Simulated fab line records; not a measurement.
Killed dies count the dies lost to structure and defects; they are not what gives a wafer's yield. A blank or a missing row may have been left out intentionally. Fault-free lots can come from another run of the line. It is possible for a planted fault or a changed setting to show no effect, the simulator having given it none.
Chamber matching	flow gf180mcu	3 sister chambers for GF_V2_CVD_02 on pecvd-03
The step deposits SiO2 from TEOS, target thk 850 nm, time 94.851 s. 18 wafers are shown with their chamber, then 9 later ones without.

== WAFERS, EACH WITH ITS CHAMBER ==
wafer	chamber	heater_power_w (W)
L572.2	2	540
L572.5	2	576
L572.6	1	646
L576.1	1	642
L576.2	0	675
L576.5	1	658
L578.1	0	683
L578.2	2	590
L578.3	1	635
L580.3	2	476
L580.4	2	517
L580.6	0	655
L581.1	0	676
L581.3	1	597
L581.5	0	519
L583.1	2	514
L583.4	0	668
L583.5	1	539

SIGNATURES (means of the wafers above)
reading	chamber 0	chamber 1	chamber 2	scatter within a chamber
heater_power_w	646.00	619.50	535.50	50.8
Rule: distance of a wafer from a chamber = root of the sum over the readings of ((wafer's reading minus chamber's mean) / reading's scatter) squared. The wafer belongs to the nearest chamber; if the next one is less than 2 further off, it can't be placed. The scatter is the square root of a quotient: the sum, over the shown wafers, of each reading's squared deviation from its chamber's mean, divided by wafers minus chambers.

== WAFERS MISSING THEIR CHAMBER ==
wafer	heater_power_w (W)
L591.2	665
L591.3	595
L591.6	458
L593.1	557
L593.2	640
L593.6	627
L592.1	650
L592.3	665
L592.4	532

== THE CHAMBER EACH PASSED THROUGH ==
wafer	from the rows above	in truth
L591.2	can't be placed: 0 or 1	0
L591.3	can't be placed: 1 or 0 or 2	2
L591.6	can't be placed: 2 or 1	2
L593.1	can't be placed: 2 or 1 or 0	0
L593.2	can't be placed: 0 or 1 or 2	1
L593.6	can't be placed: 1 or 0 or 2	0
L592.1	can't be placed: 0 or 1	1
L592.3	can't be placed: 0 or 1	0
L592.4	can't be placed: 2 or 1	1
Correctly placed: 0 of 9. From these rows, 9 cannot be placed; in 9 the true chamber is one of the candidates. 0 placed wrongly.
